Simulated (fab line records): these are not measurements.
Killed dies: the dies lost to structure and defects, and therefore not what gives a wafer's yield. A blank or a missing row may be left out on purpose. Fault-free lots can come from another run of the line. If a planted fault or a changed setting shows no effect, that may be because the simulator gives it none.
Which tool did it? + flow gf180mcu + 42 wafers from 14 lots sampled at 4 of the route's 602 steps

== WHAT THE GAUGES READ, wafer by wafer ==
GF_STI_BOW_MEAS_00. Usual: INCOMING_BOW -1 um, standard deviation 6.4.
| lot  | measured    | on            | INCOMING_BOW (um) | flag |
|------|-------------|---------------|-------------------|------|
| L713 | day 1 15:00 | film-metro-01 | 6 -4 10           |      |
| L714 | day 1 20:01 | film-metro-01 | 9 -5 3            |      |
| L715 | day 2 01:00 | film-metro-02 | -3 -13 -15        |      |
| L717 | day 2 11:02 | film-metro-01 | 5 -1 1            |      |
| L719 | day 2 21:00 | film-metro-02 | 2 13 -3           |      |
| L720 | day 3 02:00 | film-metro-04 | -11 -7 -2         |      |
| L721 | day 3 07:04 | film-metro-01 | 15 5 -6           |      |
| L722 | day 3 12:00 | film-metro-04 | 7 -2 0            |      |
| L723 | day 3 17:00 | film-metro-04 | -7 2 -7           |      |
| L730 | day 5 04:00 | film-metro-02 | -5 -13 1          |      |
| L731 | day 5 09:01 | film-metro-04 | -6 10 -2          |      |
| L732 | day 5 14:02 | film-metro-04 | 1 -11 -8          |      |
| L734 | day 6 00:00 | film-metro-04 | 2 -1 0            |      |
| L735 | day 6 05:01 | film-metro-01 | -4 -9 -20         |      |

GF_STI_THK_MEAS_04. Usual: STI_CVD_03_THK 207.5 nm, standard deviation 2.5.
| lot  | measured    | on            | STI_CVD_03_THK (nm) | flag |
|------|-------------|---------------|---------------------|------|
| L713 | day 1 18:38 | film-metro-04 | 205.4 207.7 205.6   |      |
| L714 | day 2 00:37 | film-metro-04 | 205.2 207.2 207.4   |      |
| L715 | day 2 06:04 | film-metro-01 | 203.8 205.8 205.0   |      |
| L717 | day 2 19:58 | film-metro-01 | 207.8 209.4 208.8   |      |
| L719 | day 3 02:19 | film-metro-02 | 209.7 209.5 210.0   |      |
| L720 | day 3 05:34 | film-metro-01 | 208.5 208.7 208.3   |      |
| L721 | day 3 11:10 | film-metro-01 | 212.8 210.9 211.3   |      |
| L722 | day 3 15:46 | film-metro-01 | 207.2 205.9 209.0   |      |
| L723 | day 3 20:36 | film-metro-01 | 208.3 206.0 206.8   |      |
| L730 | day 5 07:34 | film-metro-04 | 204.4 205.6 205.6   |      |
| L731 | day 5 12:34 | film-metro-02 | 203.6 204.1 205.6   |      |
| L732 | day 5 17:35 | film-metro-04 | 204.8 204.7 204.4   |      |
| L734 | day 6 03:41 | film-metro-04 | 207.6 208.5 206.5   |      |
| L735 | day 6 09:34 | film-metro-01 | 207.8 210.5 210.2   |      |

GF_VT_IMPLANT_TW_MEAS_10. Usual: VT_IMPLANT_TW 564, standard deviation 4.7.
| lot  | measured     | on            | VT_IMPLANT_TW | flag |
|------|--------------|---------------|---------------|------|
| L713 | day 6 00:12  | film-metro-04 | 560 556 559   |      |
| L714 | day 6 07:43  | film-metro-03 | 565 573 571   |      |
| L715 | day 6 08:02  | film-metro-03 | 570 568 566   |      |
| L717 | day 7 02:10  | film-metro-03 | 568 572 574   |      |
| L719 | day 7 11:48  | film-metro-01 | 560 556 563   |      |
| L720 | day 7 16:38  | film-metro-04 | 559 562 561   |      |
| L721 | day 7 21:28  | film-metro-03 | 568 568 569   |      |
| L722 | day 8 02:53  | film-metro-04 | 555 561 562   |      |
| L723 | day 8 08:41  | film-metro-04 | 558 560 561   |      |
| L730 | day 10 03:26 | film-metro-01 | 562 564 562   |      |
| L731 | day 10 10:07 | film-metro-04 | 560 564 563   |      |
| L732 | day 10 15:12 | film-metro-04 | 560 562 560   |      |
| L734 | day 11 03:05 | film-metro-04 | 554 557 556   |      |
| L735 | day 11 17:18 | film-metro-01 | 563 562 562   |      |

== EACH LOT AND THE TOOL THAT RAN IT (in order: tool; ch and the chambers of the sampled wafers; start) ==
| lot  | GF_MVPSD_DEHYDRATE_00             |
|------|-----------------------------------|
| L713 | litho-track-01 ch 0, day 5 01:43  |
| L714 | litho-track-02 ch 0, day 5 09:14  |
| L715 | litho-track-04 ch 0, day 5 09:40  |
| L717 | litho-track-01 ch 0, day 6 03:04  |
| L719 | litho-track-04 ch 0, day 6 12:31  |
| L720 | litho-track-02 ch 0, day 6 16:58  |
| L721 | litho-track-02 ch 0, day 6 22:05  |
| L722 | litho-track-01 ch 0, day 7 03:25  |
| L723 | litho-track-02 ch 0, day 7 08:31  |
| L730 | litho-track-04 ch 0, day 9 00:19  |
| L731 | litho-track-04 ch 0, day 9 07:29  |
| L732 | litho-track-02 ch 0, day 9 12:08  |
| L734 | litho-track-02 ch 0, day 10 00:43 |
| L735 | litho-track-02 ch 0, day 10 12:23 |
- GF_MVPSD_DEHYDRATE_00: time 60 s.

== AS READ BY THE TOOLS THEMSELVES (means over the sampled wafers that have a number; for cases with no such wafer, the mark the record gives instead) ==
GF_MVPSD_DEHYDRATE_00. Usual: heater-power-total-W 158.45 W, standard deviation 0.13; run-length-s 89.23 s, standard deviation 0.17.
| lot  | tool           | heater-power-total-W (W) | run-length-s (s) | flag |
|------|----------------|--------------------------|------------------|------|
| L713 | litho-track-01 | 158.49                   | 89.15            |      |
| L714 | litho-track-02 | 158.41                   | 89.06            |      |
| L715 | litho-track-04 | 158.48                   | 89.35            |      |
| L717 | litho-track-01 | 158.46                   | 89.28            |      |
| L719 | litho-track-04 | 158.55                   | 89.40            |      |
| L720 | litho-track-02 | 158.44                   | 89.11            |      |
| L721 | litho-track-02 | 158.46                   | 89.06            |      |
| L722 | litho-track-01 | 158.52                   | 89.14            |      |
| L723 | litho-track-02 | 158.52                   | 89.20            |      |
| L730 | litho-track-04 | 161.13                   | 86.04            | OFF  |
| L731 | litho-track-04 | 161.14                   | 86.09            | OFF  |
| L732 | litho-track-02 | 158.52                   | 89.17            |      |
| L734 | litho-track-02 | 158.42                   | 89.05            |      |
| L735 | litho-track-02 | 158.48                   | 89.10            |      |

== THE ANSWER, worked out from the rows above alone ==
Rule: lot off if the mean of its wafers having a number is beyond 3 standard deviations from the usual mean. A lot without any number at a reading at which 4 lots or more have one is off too. Where the step has rows for the other lots, those lots are counted as sound. First the gauges in route order, then the tools' own readings, where a lot's mean is used as printed above. The first step at which some lot is off is used, and at that step the reading that is off furthest; a lot without a number counts as furthest.
Off at GF_MVPSD_DEHYDRATE_00 (heater-power-total-W): L730, L731.
A tool fits if, at that step or a process step before it, it ran every lot that is off, and no sound lot after the first of them. One fits: litho-track-04 at GF_MVPSD_DEHYDRATE_00. A fault onset in the window from L719 (day 6 12:31, its last sound lot) to L730 (day 9 00:19, its first lot off) fits.
The tool's own readings at GF_MVPSD_DEHYDRATE_00 bear it out: on the lots that are off they differ by more than 5 times the standard deviation of the sound lots' means. heater-power-total-W reads 161.13 W there against 158.48 W on the sound lots; run-length-s reads 86.06 s there against 89.17 s on the sound lots.

== WHAT THE SIMULATOR HAD INSERTED ==
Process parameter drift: litho-track-04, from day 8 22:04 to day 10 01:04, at GF_MVPSD_DEHYDRATE_00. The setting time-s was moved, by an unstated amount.
Struck lots among those shown: L730, L731. This agrees with what the rule above found.
